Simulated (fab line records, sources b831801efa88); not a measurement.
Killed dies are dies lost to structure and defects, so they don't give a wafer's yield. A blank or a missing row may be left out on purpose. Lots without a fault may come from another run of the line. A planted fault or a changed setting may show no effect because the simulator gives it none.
fab line records | flow sky130
record lots=6 wafers=18 last_day=50
route steps=708 shown VIA1@474 METAL2@483 VIA2@507 PAD_OPEN@708
lots that met no fault: from a run of the same line without faults
start_h: hours from the record's first day to the start of the lot's first wafer shown | wait_h: hours since the lot's step before | " the same as in the row above | L1.1+2: a row that stands for several wafers | - no value, or no start given | * or withheld: withheld | < > ~ a bound
route shown NAME@n: a module of which the file shows steps, and the number in the route of the first | usual: mean/standard deviation of fault-free wafers | same: alike in all rows | chamber/n: place in a boat | sites: the reading at each site | _std_site: their standard deviation | _edge_site: outer sites' mean less inner sites' | radius_mm: how far each site lies from the wafer's centre | mask NAME#n: copy n | behind: the tool/chamber that last shaped the wafer | hold: why the lot was held/for how many hours/how that ended | device: the transistor (n, p or np) that didn't switch | end of line: the same wafers' tests at the end of the route | a step without rows: its recipe alone | killed: dies lost to structure and defects at the first sort, not the wafer's yield | map: a wafer's dies, x killed, . not, _ none there
set.NAME: the setting as run; set.NAME@STEP: as run at that earlier step | model.NAME: the simulator's own value behind a step, which no gauge read
lots at some steps of the route; a table a step, a row a wafer
services: from which hour (start_h, from the record's first day; less than 0 if before it) a tool's chamber was out of use, for how many hours, and why
## steps
# step SKY_VIA1_STRIP_16
# recipe chemistry=O2/N2 power_w=1400 pressure_mtorr=1500 platen_temp_c=withheld o2_flow_sccm=3000 n2_flow_sccm=300 overash_fraction=0.5
# step SKY_VIA1_STRIP_17
# recipe chemistry=post_etch_residue_remover time_s=1200 temp_c=72.5
# step SKY_VIA1_CLEAN_18
# recipe chemistry=IPA time_s=180 temp_c=25
# step SKY_VIA1_CLEAN_19
# recipe chemistry=O3/DIW dry=n2_spin
# step SKY_VIA1_SPUTTER_20
# recipe material=TiN target_thk_nm=20 chamber_pressure_pa=5 power_w=4000 time_s=80
# usual throttle_valve_pct=29.8/1.2
# same time_s=80
# columns lot.wafer tool chamber start_h wait_h throttle_valve_pct
L379.1 pvd_sputter-04 - 819.01 0.0 31.0
L379.3 " - " " 30.2
L379.6 " - " " 31.5
L381.1 pvd_sputter-04 - 827.22 0.0 30.3
L381.2 " - " " 31.7
L381.6 " - " " 27.7
L385.1 pvd_sputter-02 - 868.67 0.0 28.6
L385.2 " - " " 28.7
L385.5 " - " " 28.4
L387.1 pvd_sputter-04 - 875.37 0.0 30.2
L387.5 " - " " 30.1
L387.6 " - " " 31.6
L386.3 pvd_sputter-04 - 876.85 0.0 27.7
L386.4 " - " " 31.7
L386.5 " - " " 27.8
L396.1 pvd_sputter-03 - 946.36 0.0 28.7
L396.3 " - " " 30.3
L396.4 " - " " 29.5
# step SKY_VIA1_CVD_21
# recipe material=W target_thk_nm=270 time_s=80.902 temp_c=400 pressure_torr=40
# step SKY_VIA1_RS_MEAS_22
# recipe thk_meas_gauge=four-point-probe reads=W_of_VIA1_CVD_21+TiN_of_VIA1_SPUTTER_20
# usual VIA1_W_RS=0.427/0.0049
# columns lot.wafer tool chamber start_h wait_h VIA1_W_RS[ohm/sq]
L379.1 film_metro-03 - 819.17 0.1 0.430
L379.3 " - " " 0.426
L379.6 " - " " 0.429
L381.1 film_metro-02 - 827.38 0.1 0.429
L381.2 " - " " 0.427
L381.6 " - " " 0.430
L385.1 film_metro-04 - 868.82 0.1 0.435
L385.2 " - " " 0.418
L385.5 " - " " 0.423
L387.1 film_metro-02 - 875.52 0.1 0.427
L387.5 " - " " 0.428
L387.6 " - " " 0.423
L386.3 film_metro-03 - 877.05 0.1 0.421
L386.4 " - " " 0.440
L386.5 " - " " 0.424
L396.1 film_metro-02 - 946.51 0.1 0.434
L396.3 " - " " 0.431
L396.4 " - " " 0.422
# step SKY_VIA1_THK_MEAS_23
# recipe thk_meas_gauge=xrf reads=W_of_VIA1_CVD_21
# usual VIA1_W_THK=277/3.9
# columns lot.wafer tool chamber start_h wait_h VIA1_W_THK[nm]
L379.1 film_metro-03 - 819.29 0.1 274
L379.3 " - " " 274
L379.6 " - " " 273
L381.1 film_metro-02 - 827.50 0.1 273
L381.2 " - " " 275
L381.6 " - " " 275
L385.1 film_metro-04 - 868.94 0.1 273
L385.2 " - " " 286
L385.5 " - " " 283
L387.1 film_metro-02 - 875.64 0.1 277
L387.5 " - " " 272
L387.6 " - " " 276
L386.3 film_metro-03 - 877.15 0.1 281
L386.4 " - " " 270
L386.5 " - " " 277
L396.1 film_metro-02 - 946.63 0.1 275
L396.3 " - " " 277
L396.4 " - " " 284
# step SKY_VIA1_CMP_24
# recipe stop_on=SiO2 t_overpolish_s=15 down_force_psi=3.5 platen_rpm=60 target_thk_nm=0 pad_velocity_m_s=0.94248
# step SKY_METAL2_SPUTTER_00
# recipe material=Ti target_thk_nm=15 power_w=3000 time_s=10 chamber_pressure_pa=0.4
# usual throttle_valve_pct=30.2/1.4
# same time_s=10
# columns lot.wafer tool chamber start_h wait_h throttle_valve_pct
L379.1 pvd_sputter-01 - 819.65 0.2 30.0
L379.3 " - " " 31.7
L379.6 " - " " 32.2
L381.1 pvd_sputter-02 - 827.86 0.1 30.5
L381.2 " - " " 29.3
L381.6 " - " " 29.6
L385.1 pvd_sputter-01 - 869.30 0.2 29.9
L385.2 " - " " 32.1
L385.5 " - " " 30.0
L387.1 pvd_sputter-02 - 876.00 0.1 29.6
L387.5 " - " " 28.6
L387.6 " - " " 29.4
L386.3 pvd_sputter-01 - 877.49 0.1 29.9
L386.4 " - " " 32.0
L386.5 " - " " 32.0
L396.1 pvd_sputter-01 - 946.99 0.1 30.0
L396.3 " - " " 31.8
L396.4 " - " " 31.8
# step SKY_METAL2_SPUTTER_01
# recipe material=TiN target_thk_nm=20 power_w=6500 time_s=16.7 chamber_pressure_pa=0.4
# step SKY_METAL2_SPUTTER_02
# recipe material=AlCu target_thk_nm=250 power_w=10600 time_s=13.3 chamber_pressure_pa=0.4
# usual throttle_valve_pct=30.2/1.3
# same time_s=13.3
# columns lot.wafer tool chamber start_h wait_h throttle_valve_pct
L379.1 pvd_sputter-01 - 819.69 0.0 30.0
L379.3 " - " " 31.7
L379.6 " - " " 32.0
L381.1 pvd_sputter-02 - 827.90 0.0 30.3
L381.2 " - " " 29.6
L381.6 " - " " 29.5
L385.1 pvd_sputter-01 - 869.35 0.0 29.9
L385.2 " - " " 32.2
L385.5 " - " " 30.0
L387.1 pvd_sputter-02 - 876.05 0.0 29.7
L387.5 " - " " 28.4
L387.6 " - " " 29.6
L386.3 pvd_sputter-01 - 877.54 0.0 29.5
L386.4 " - " " 31.9
L386.5 " - " " 31.7
L396.1 pvd_sputter-01 - 947.04 0.0 30.0
L396.3 " - " " 32.1
L396.4 " - " " 32.0
# step SKY_METAL2_SPUTTER_03
# recipe material=Ti target_thk_nm=5 power_w=3000 time_s=3.208 chamber_pressure_pa=0.4
# usual throttle_valve_pct=30.2/1.3
# same time_s=3.208
# columns lot.wafer tool chamber start_h wait_h throttle_valve_pct
L379.1 pvd_sputter-01 - 819.72 0.0 29.9
L379.3 " - " " 31.7
L379.6 " - " " 32.1
L381.1 pvd_sputter-02 - 827.93 0.0 30.4
L381.2 " - " " 29.4
L381.6 " - " " 29.2
L385.1 pvd_sputter-01 - 869.37 0.0 29.8
L385.2 " - " " 31.9
L385.5 " - " " 30.0
L387.1 pvd_sputter-02 - 876.07 0.0 29.5
L387.5 " - " " 28.2
L387.6 " - " " 29.6
L386.3 pvd_sputter-01 - 877.56 0.0 29.9
L386.4 " - " " 31.8
L386.5 " - " " 31.8
L396.1 pvd_sputter-01 - 947.06 0.0 30.0
L396.3 " - " " 31.9
L396.4 " - " " 31.7
# step SKY_METAL2_SPUTTER_04
# recipe material=TiN target_thk_nm=70 power_w=6500 time_s=58.3 chamber_pressure_pa=0.4
# step SKY_METAL2_RS_MEAS_05
# recipe thk_meas_gauge=four-point-probe reads=TiN_of_METAL2_SPUTTER_04+Ti_of_METAL2_SPUTTER_03+AlCu_of_METAL2_SPUTTER_02+TiN_of_METAL2_SPUTTER_01+Ti_of_METAL2_SPUTTER_00
# usual METAL2_ALCU_RS=0.1263/0.0011
# columns lot.wafer tool chamber start_h wait_h METAL2_ALCU_RS[ohm/sq]
L379.1 film_metro-04 - 819.78 0.0 0.1262
L379.3 " - " " 0.1254
L379.6 " - " " 0.1259
L381.1 film_metro-01 - 828.00 0.0 0.1249
L381.2 " - " " 0.1270
L381.6 " - " " 0.1268
L385.1 film_metro-01 - 869.44 0.0 0.1261
L385.2 " - " " 0.1250
L385.5 " - " " 0.1260
L387.1 film_metro-04 - 876.14 0.0 0.1274
L387.5 " - " " 0.1248
L387.6 " - " " 0.1258
L386.3 film_metro-01 - 877.67 0.1 0.1259
L386.4 " - " " 0.1248
L386.5 " - " " 0.1257
L396.1 film_metro-03 - 947.13 0.0 0.1260
L396.3 " - " " 0.1236
L396.4 " - " " 0.1262
# step SKY_METAL2_THK_MEAS_06
# recipe thk_meas_gauge=xrf reads=AlCu_of_METAL2_SPUTTER_02
# usual METAL2_ALCU_THK=251.7/2.5
# columns lot.wafer tool chamber start_h wait_h METAL2_ALCU_THK[nm]
L379.1 film_metro-04 - 819.90 0.1 251.6
L379.3 " - " " 252.1
L379.6 " - " " 251.4
L381.1 film_metro-01 - 828.12 0.1 254.6
L381.2 " - " " 248.3
L381.6 " - " " 249.6
L385.1 film_metro-01 - 869.56 0.1 254.2
L385.2 " - " " 255.2
L385.5 " - " " 253.1
L387.1 film_metro-04 - 876.26 0.1 249.8
L387.5 " - " " 256.3
L387.6 " - " " 253.9
L386.3 film_metro-01 - 877.77 0.1 254.5
L386.4 " - " " 255.2
L386.5 " - " " 253.6
L396.1 film_metro-03 - 947.25 0.1 251.7
L396.3 " - " " 256.6
L396.4 " - " " 250.9
# step SKY_METAL2_DEHYDRATE_07
# recipe temp_c=200 time_s=60
# step SKY_METAL2_HMDS_08
# recipe prime_time_s=60 prime_temp_c=120
# step SKY_METAL2_COAT_09
# recipe resist=BARC temp_c=withheld time_s=withheld spin_rpm=3000 resist_thk_nm=60
# step SKY_METAL2_COAT_10
# recipe resist=KrF-thick spin_rpm=3000 resist_thk_nm=450
# step SKY_METAL2_SOFTBAKE_11
# recipe temp_c=100 time_s=90 resist=KrF-thick
# step SKY_METAL2_EXPOSE_12
# recipe mask_id=MM2 na=0.8 source_shape=annular sigma_inner=0.55 sigma_outer=0.85 target_cd_nm=140 dose_mj=28
# step SKY_METAL2_PEB_13
# recipe peb_temp_c=withheld peb_time_s=withheld resist=KrF-thick
# step SKY_METAL2_DEVELOP_14
# recipe develop_time_s=60 resist=KrF-thick dev_temp_c=21
# step SKY_METAL2_CD_MEAS_15
# recipe target_cd_nm=140
# usual cd_nm=139.7/1.2
# columns lot.wafer tool chamber start_h wait_h cd_nm
L379.1 cd_sem-02 - 845.24 - 141.2
L379.3 " - " " 140.7
L379.6 " - " " 139.1
L381.1 cd_sem-02 - 854.13 - 140.5
L381.2 " - " " 139.3
L381.6 " - " " 139.4
L385.1 cd_sem-02 - 894.78 - 138.5
L385.2 " - " " 139.1
L385.5 " - " " 139.4
L387.1 cd_sem-02 - 902.43 - 139.8
L387.5 " - " " 141.3
L387.6 " - " " 140.1
L386.3 cd_sem-02 - 903.83 - 139.2
L386.4 " - " " 138.2
L386.5 " - " " 137.5
L396.1 cd_sem-01 - 971.24 - 139.8
L396.3 " - " " 140.1
L396.4 " - " " 140.1
# step SKY_METAL2_OVL_MEAS_16
# usual METAL2_OVL=2/4.8
# columns lot.wafer tool chamber start_h wait_h METAL2_OVL[nm]
L379.1 overlay-01 - 845.36 0.1 4
L379.3 " - " " 4
L379.6 " - " " 2
L381.1 overlay-01 - 854.25 0.1 3
L381.2 " - " " 0
L381.6 " - " " -1
L385.1 overlay-02 - 894.90 0.1 0
L385.2 " - " " -2
L385.5 " - " " -5
L387.1 overlay-01 - 902.55 0.1 1
L387.5 " - " " 4
L387.6 " - " " -2
L386.3 overlay-01 - 903.92 0.1 7
L386.4 " - " " 13
L386.5 " - " " 12
L396.1 overlay-02 - 971.36 0.1 -1
L396.3 " - " " 4
L396.4 " - " " -4
# step SKY_METAL2_DESCUM_17
# recipe chemistry=O2 source_power_w=150 bias_power_w=0 pressure_mtorr=10 temp_c=40 time_s=8
# step SKY_METAL2_ETCH_18
# recipe chemistry=N2/H2 target=BARC ion_energy_ev=200 bias_w=100 pressure_mtorr=30 n2_flow_sccm=100 h2_flow_sccm=200 icp_w=500 stop_on=SiO2 time_s=45.9 target_depth_a=600
# usual chamber_pressure_mTorr=30.000/0.027 drypump_motor_current_A=5.40/0.2 oes_product_au=0.854/0.0042 throttle_valve_pct=13.225/0.0086
# same time_s=45.9
# columns lot.wafer tool chamber start_h wait_h chamber_pressure_mTorr drypump_motor_current_A oes_product_au rf_hours_counter_h throttle_valve_pct
L379.1 rie_metal-04 0 845.42 0.0 30.016 5.28 0.852 16 13.221
L379.3 " 0 " " 29.995 5.30 0.856 - 13.230
L379.6 " 0 " " 29.976 5.27 0.854 - 13.213
L381.1 rie_metal-04 0 854.32 0.0 29.981 5.29 0.851 17 13.236
L381.2 " 1 " " 29.935 5.36 0.854 16 13.227
L381.6 " 1 " " 30.030 5.38 0.857 - 13.243
L385.1 rie_metal-04 0 894.97 0.0 29.999 5.31 0.852 19 13.223
L385.2 " 1 " " 29.985 5.38 0.851 1 13.232
L385.5 " 0 " " 30.017 5.30 0.852 - 13.233
L387.1 rie_metal-03 1 902.62 0.0 30.048 5.80 0.852 17 13.229
L387.5 " 0 " " 29.974 5.68 0.857 - 13.243
L387.6 " 1 " " 30.018 5.79 0.853 - 13.241
L386.3 rie_metal-01 1 904.00 0.0 29.958 5.24 0.846 - 13.213
L386.4 " 0 " " 30.000 5.19 0.849 - 13.236
L386.5 " 0 " " 29.998 5.19 0.851 - 13.230
L396.1 rie_metal-01 0 971.43 0.0 30.027 5.19 0.861 11 13.234
L396.3 " 1 " " 30.036 5.24 0.848 - 13.223
L396.4 " 0 " " 29.985 5.18 0.855 - 13.220
# step SKY_METAL2_METAL_ETCH_19
# recipe target_depth_a=3600 stop_on=SiO2 over_etch_frac=0.3 time_s=78 chemistry=Cl2/BCl3 resist_sidewall_deg=88 pressure_mtorr=10 icp_w=900 bias_w=48.5 Cl2_flow_sccm=60 bcl3_flow_sccm=30
# usual chamber_pressure_mTorr=10.000/0.0092 drypump_motor_current_A=5.39/0.21 oes_product_au=0.855/0.0061 throttle_valve_pct=22.265/0.0094
# same over_etch_frac=0.3 time_s=78
# columns lot.wafer tool chamber start_h wait_h chamber_pressure_mTorr drypump_motor_current_A oes_product_au rf_hours_counter_h throttle_valve_pct
L379.1 rie_metal-04 0 845.49 0.0 10.009 5.30 0.853 16 22.264
L379.3 " 0 " " 10.013 5.31 0.861 - 22.275
L379.6 " 0 " " 9.999 5.30 0.860 - 22.277
L381.1 rie_metal-04 0 854.38 0.0 9.990 5.27 0.867 17 22.275
L381.2 " 1 " " 10.009 5.38 0.849 16 22.261
L381.6 " 1 " " 9.994 5.37 0.864 - 22.264
L385.1 rie_metal-04 0 895.03 0.0 10.029 5.28 0.850 19 22.254
L385.2 " 1 " " 10.021 5.36 0.860 1 22.272
L385.5 " 0 " " 10.013 5.29 0.846 - 22.283
L387.1 rie_metal-03 1 902.68 0.0 10.008 5.80 0.849 17 22.268
L387.5 " 0 " " 9.991 5.66 0.857 - 22.258
L387.6 " 1 " " 9.996 5.81 0.865 - 22.259
L386.3 rie_metal-01 1 904.07 0.1 10.001 5.24 0.840 - 22.279
L386.4 " 0 " " 9.992 5.17 0.857 - 22.286
L386.5 " 0 " " 9.979 5.18 0.852 - 22.258
L396.1 rie_metal-01 0 971.49 0.0 10.000 5.16 0.853 11 22.278
L396.3 " 1 " " 10.009 5.24 0.866 - 22.286
L396.4 " 0 " " 9.999 5.15 0.850 - 22.263
# step SKY_METAL2_STRIP_20
# recipe chemistry=O2/N2 power_w=1400 pressure_mtorr=1500 platen_temp_c=withheld o2_flow_sccm=3000 n2_flow_sccm=300 overash_fraction=0.5
# step SKY_METAL2_STRIP_21
# recipe chemistry=post_etch_residue_remover time_s=1200 temp_c=72.5
# step SKY_METAL2_CLEAN_22
# recipe chemistry=IPA time_s=180 temp_c=25
# step SKY_METAL2_CLEAN_23
# recipe chemistry=O3/DIW dry=n2_spin
# step SKY_VIA2_HDPCVD_00
# recipe material=SiO2 target_thk_nm=1180 sigma_open_frac=0.3 time_s=196.7 temp_c=400 sih4_flow_sccm=60 pressure_mtorr=6
# step SKY_VIA2_THK_MEAS_01
# recipe reads=SiO2_of_VIA2_HDPCVD_00
# usual VIA2_HDPCVD_THK=1185/13
# columns lot.wafer tool chamber start_h wait_h VIA2_HDPCVD_THK[nm]
L379.1 film_metro-03 - 846.35 0.1 1194
L379.3 " - " " 1172
L379.6 " - " " 1166
L381.1 film_metro-02 - 855.27 0.1 1169
L381.2 " - " " 1166
L381.6 " - " " 1174
L385.1 film_metro-01 - 895.87 0.1 1159
L385.2 " - " " 1182
L385.5 " - " " 1172
L387.1 film_metro-02 - 903.58 0.1 1171
L387.5 " - " " 1177
L387.6 " - " " 1176
L386.3 film_metro-02 - 904.96 0.1 1205
L386.4 " - " " 1192
L386.5 " - " " 1213
L396.1 film_metro-01 - 972.33 0.1 1202
L396.3 " - " " 1184
L396.4 " - " " 1192
# step SKY_VIA2_CMP_02
# recipe material=SiO2 down_force_psi=4 platen_rpm=60 pad_velocity_m_s=0.94248
# step SKY_VIA2_BOW_MEAS_03
# recipe mode=bow
# usual VIA2_BOW=85/7.6
# columns lot.wafer tool chamber start_h wait_h VIA2_BOW[um]
L379.1 film_metro-03 - 846.71 0.2 86
L379.3 " - " " 83
L379.6 " - " " 102
L381.1 film_metro-01 - 855.63 0.1 87
L381.2 " - " " 91
L381.6 " - " " 77
L385.1 film_metro-03 - 896.23 0.2 91
L385.2 " - " " 85
L385.5 " - " " 87
L387.1 film_metro-03 - 903.94 0.1 94
L387.5 " - " " 96
L387.6 " - " " 84
L386.3 film_metro-03 - 905.34 0.2 84
L386.4 " - " " 88
L386.5 " - " " 84
L396.1 film_metro-01 - 972.69 0.1 92
L396.3 " - " " 84
L396.4 " - " " 87
# step SKY_VIA2_DEHYDRATE_04
# recipe temp_c=200 time_s=60
# step SKY_VIA2_HMDS_05
# recipe prime_time_s=60 prime_temp_c=120
# step SKY_VIA2_COAT_06
# recipe resist=BARC temp_c=withheld time_s=withheld spin_rpm=3000 resist_thk_nm=60
# step SKY_VIA2_COAT_07
# recipe resist=KrF-thick spin_rpm=3000 resist_thk_nm=450
# step SKY_VIA2_SOFTBAKE_08
# recipe temp_c=100 time_s=90 resist=KrF-thick
# step SKY_PAD_OPEN_PROBE_99
# usual defect_limited_yield=82.2/1.9 killed_at_M0_to_M3=43/6.3 killed_at_M4_up=3.3/1.7 killed_at_contacts=24/5.4 killed_at_front_end=16/4.6 killed_at_other=0.4/0.7 killed_dies=87/9.4 killed_open=47/6.9 killed_short=39/6.1 sort_bin_3_pad_short=0.9/0.45 sort_bin_5_function=10.6/1.5 sort_bin_6_memory=6.3/1.2 sort_n_pass=405/9.4 sort_yield_pct=82.2/1.9
# same gross_dies=492 killed_at_back_side=0 sort_bin_4_leakage[%]=0 sort_bin_8_speed[%]=0
# columns lot.wafer tool chamber start_h wait_h defect_limited_yield[%] killed_at_M0_to_M3 killed_at_M4_up killed_at_contacts killed_at_front_end killed_at_other killed_dies killed_open killed_short sort_bin_3_pad_short[%] sort_bin_5_function[%] sort_bin_6_memory[%] sort_n_pass sort_yield_pct[%] model.etest.tester.sort_n_pass model.etest.tester.sort_yield_pct model.etest.tester.sort_bin_5_pct model.etest.tester.sort_bin_3_pct
L379.1 prober-02 - 1096.28 0.1 79.1 46 2 29 26 0 103 48 53 1.0 13.4 6.5 389 79.1 389 79.06 13.41 1.016
L379.3 prober-02 - 1096.38 0.2 83.9 30 3 30 15 1 79 41 38 1.4 8.9 5.7 413 83.9 413 83.94 8.943 1.423
L381.1 prober-02 - 1103.45 0.1 82.7 49 8 14 14 0 85 39 44 0.6 11.8 4.9 407 82.7 407 82.72 11.79 0.6098
L381.2 prober-02 - 1103.50 0.1 81.1 41 2 25 24 1 93 54 39 0.8 12.4 5.7 399 81.1 399 81.1 12.4 0.813
L381.6 prober-02 - 1103.70 0.2 84.1 40 5 24 9 0 78 40 38 0.4 10.0 5.5 414 84.1 414 84.15 9.959 0.4065
L385.1 prober-02 - 1134.61 0.1 78.5 71 3 16 16 0 106 29 35 1.8 12.8 6.9 386 78.5 386 78.46 12.8 1.829
L385.2 prober-02 - 1134.66 0.1 75.8 86 2 24 6 1 119 47 26 2.6 14.4 7.1 373 75.8 373 75.81 14.43 2.642
L385.5 prober-02 - 1134.81 0.2 73.6 87 3 28 11 1 130 39 44 3.0 16.9 6.5 362 73.6 362 73.58 16.87 3.049
L386.3 prober-02 - 1140.41 0.2 74.2 82 2 16 27 0 127 45 34 1.8 19.1 4.9 365 74.2 365 74.19 19.11 1.829
L386.4 prober-02 - 1140.46 0.2 73.0 78 1 26 28 0 133 41 44 2.8 16.7 7.5 359 73.0 359 72.97 16.67 2.846
L386.5 prober-02 - 1140.51 0.2 72.8 80 5 31 17 1 134 52 37 1.2 18.1 7.9 358 72.8 358 72.76 18.09 1.22
L396.1 prober-01 - 1190.95 0.1 79.3 48 5 27 21 1 102 52 50 1.4 11.4 7.9 390 79.3 390 79.27 11.38 1.423
L396.3 prober-01 - 1191.05 0.2 83.1 39 5 21 18 0 83 38 45 1.0 11.2 4.7 409 83.1 409 83.13 11.18 1.016
L396.4 prober-01 - 1191.10 0.2 78.0 59 1 32 16 0 108 56 52 1.0 13.0 7.9 384 78.0 384 78.05 13.01 1.016
# killed by level:class
L379.1 VIA2:geometric_particle:open=11 METAL2:geometric_particle:short=10 FIELD_ISO:geometric_particle:short=9 CONTACT:geometric_particle:short=8 LI_CONTACT:geometric_particle:open=7 CONTACT:geometric_particle:open=7 VIA1:geometric_particle:open=7 FIELD_ISO:geometric_particle:open=5
L379.3 CONTACT:geometric_particle:open=13 VIA1:geometric_particle:open=7 LI_CONTACT:geometric_particle:open=5 LOCAL_INTERCONNECT:geometric_particle:short=5 CONTACT:geometric_particle:short=5 METAL1:geometric_particle:short=5 VIA3:geometric_particle:open=5 FIELD_ISO:geometric_particle:short=4
L381.1 METAL1:geometric_particle:short=11 VIA1:geometric_particle:open=10 METAL2:geometric_particle:short=7 LI_CONTACT:geometric_particle:open=5 VIA1:geometric_particle:short=5 CONTACT:geometric_particle:short=5 FIELD_ISO:geometric_particle:open=4 VIA3:geometric_particle:open=4
L381.2 CONTACT:geometric_particle:open=12 VIA1:geometric_particle:open=9 METAL1:geometric_particle:short=8 VIA2:geometric_particle:open=8 FIELD_ISO:geometric_particle:open=7 LI_CONTACT:geometric_particle:open=7 FIELD_ISO:geometric_particle:short=5 POLY_GATE:geometric_particle:short=5
L381.6 VIA1:geometric_particle:open=10 LI_CONTACT:geometric_particle:open=9 CONTACT:geometric_particle:open=7 METAL2:geometric_particle:short=7 METAL1:geometric_particle:short=6 FIELD_ISO:geometric_particle:short=5 METAL4:geometric_particle:short=5 VIA3:geometric_particle:open=4
L385.1 METAL2:unspecified=42 VIA1:geometric_particle:open=7 METAL2:geometric_particle:short=6 CONTACT:geometric_particle:open=6 FIELD_ISO:geometric_particle:open=4 POLY_GATE:geometric_particle:short=4 VIA2:geometric_particle:open=4 LI_CONTACT:geometric_particle:open=3
L385.2 METAL2:unspecified=46 VIA1:geometric_particle:open=11 LI_CONTACT:geometric_particle:open=9 VIA2:geometric_particle:open=8 CONTACT:geometric_particle:open=6 VIA3:geometric_particle:open=5 CONTACT:geometric_particle:short=4 METAL2:geometric_particle:short=4
L385.5 METAL2:unspecified=47 CONTACT:geometric_particle:open=10 METAL1:geometric_particle:short=8 VIA2:geometric_particle:open=8 CONTACT:geometric_particle:short=7 VIA1:geometric_particle:open=6 VIA3:geometric_particle:open=6 LI_CONTACT:geometric_particle:open=5
L386.3 METAL2:unspecified=44 VIA1:geometric_particle:open=11 POLY_GATE:geometric_particle:open=8 VIA1:geometric_particle:short=8 LI_CONTACT:geometric_particle:open=7 FIELD_ISO:geometric_particle:open=6 METAL2:geometric_particle:short=4 VIA3:geometric_particle:short=4
L386.4 METAL2:unspecified=44 LI_CONTACT:geometric_particle:open=13 FIELD_ISO:geometric_particle:short=9 VIA1:geometric_particle:open=9 VIA2:geometric_particle:short=5 CONTACT:geometric_particle:short=5 POLY_GATE:geometric_particle:short=4 CONTACT:geometric_particle:open=4
L386.5 METAL2:unspecified=44 CONTACT:geometric_particle:open=11 LI_CONTACT:geometric_particle:open=9 VIA2:geometric_particle:open=8 VIA1:geometric_particle:open=8 VIA3:geometric_particle:open=7 POLY_GATE:geometric_particle:short=6 LOCAL_INTERCONNECT:geometric_particle:short=6
L396.1 VIA1:geometric_particle:open=14 LI_CONTACT:geometric_particle:open=9 VIA2:geometric_particle:open=7 CONTACT:geometric_particle:open=7 METAL2:geometric_particle:short=6 FIELD_ISO:geometric_particle:open=5 LI_CONTACT:geometric_particle:short=5 VIA1:geometric_particle:short=5
L396.3 VIA1:geometric_particle:short=9 VIA1:geometric_particle:open=9 LI_CONTACT:geometric_particle:open=6 METAL2:geometric_particle:short=6 FIELD_ISO:geometric_particle:open=5 VIA2:geometric_particle:open=5 CONTACT:geometric_particle:short=4 CONTACT:geometric_particle:open=4
L396.4 VIA1:geometric_particle:open=15 CONTACT:geometric_particle:open=11 LI_CONTACT:geometric_particle:open=10 VIA1:geometric_particle:short=9 VIA2:geometric_particle:open=7 FIELD_ISO:geometric_particle:short=6 VIA2:geometric_particle:short=6 CONTACT:geometric_particle:short=6
# map L385.5 (x killed, . not)
__________.........._________
________x...x.x......x_______
______...........xx.xx.._____
_____...x...x.....xxxxxx.____
____.............xxxxxxxx.___
___....x.....x..xxxxxxxxxxx__
__.x...x........xxxxxxxxx..._
_xx...x.........x.xxxxxx...x.
_...x.x....x....xx.xxxxx..x..
_..x.x........xx...x.x..x.x.x
_.........x.x......x..x......
_....x...x...............x...
_xxx..x.........x......x.x.xx
_..............x.....x.......
_x.xx........x..xx.......x.x.
__...xx...x....x......x....._
___x....x..................__
____...........xx.......xx___
_____xxxxx.x....x.x......____
______.x................_____
________....xxx......._______
__________.x....x..._________
# map L386.5 (x killed, . not)
__________....xx...._________
________...x.....x...._______
______....x........x...._____
_____......x......x..x...____
____.x....x...............___
___......xxx....x.....x....__
__.x.x..xx...xx...xx....x.x._
_.....x.xxx....x........x....
_....xxxxxxxxx........x.x....
_.x.xxxxxxxx.x.xx....x.......
_.x.xxxxxxxxx................
_...xxxxxxxx.......x....x..x.
_..xx.xxxxx.........x.....x..
_..x.xxxxxx......x.....x...x.
_......xxx.......x..xx..x.x..
__x..............x.....x.x.._
___..x...x....x..x.x...x...__
____x.x.x....x......xxxx..___
_____.xx......x......x...____
______.....x............_____
________..x.....xx...._______
__________xx.x.....x_________
## services
# columns tool chamber start_h hours kind
rie_metal-04 1 804.66 14.9 repair
rie_metal-04 - 828.11 1.4 pm
pvd_sputter-01 0 830.27 - consumable_replace:kit
pvd_sputter-01 0 830.27 18.0 scheduled_down
pvd_sputter-01 0 830.27 18.0 vent_cycle
rie_metal-04 1 855.58 - clean
rie_metal-04 1 855.58 17.5 scheduled_down
rie_metal-04 1 855.58 17.5 vent_cycle
pvd_sputter-03 - 860.00 0.5 repair
pvd_sputter-01 - 874.15 2.3 repair
pvd_sputter-02 2 883.49 - consumable_replace:kit
pvd_sputter-02 2 883.49 18.0 scheduled_down
pvd_sputter-02 2 883.49 18.0 vent_cycle
rie_metal-04 0 895.52 - clean
rie_metal-04 0 895.52 24.0 scheduled_down
rie_metal-04 0 895.52 24.0 vent_cycle
pvd_sputter-04 0 915.95 - consumable_replace:kit
pvd_sputter-04 0 915.95 18.0 scheduled_down
pvd_sputter-04 0 915.95 18.0 vent_cycle
rie_metal-01 - 938.33 0.2 repair
rie_metal-01 1 940.50 29.5 repair
pvd_sputter-01 3 969.04 - consumable_replace:kit
pvd_sputter-01 3 969.04 18.0 scheduled_down
pvd_sputter-01 3 969.04 18.0 vent_cycle
## key
first_sign step=SKY_PAD_OPEN_PROBE_99 reading=killed_at_M0_to_M3 direction=up sigmas=5.9 usual=43 struck=81
effect step=SKY_PAD_OPEN_PROBE_99 reading=killed_dies direction=up sigmas=4 usual=87 struck=125
model_effect step=SKY_PAD_OPEN_PROBE_99 value=etest.tester.sort_n_pass without=404.8 struck=367.2
met_at SKY_METAL2_SPUTTER_03
struck_wafers L385.1,L385.2,L385.5,L386.3,L386.4,L386.5
onset_between 819.72 869.37
fault kind=chamber_particle_source tool=pvd_sputter-01 chamber=- onset_h=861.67 steps=SKY_METAL2_SPUTTER_03 rate_per_visit_cm2=0.53476 end_h=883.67
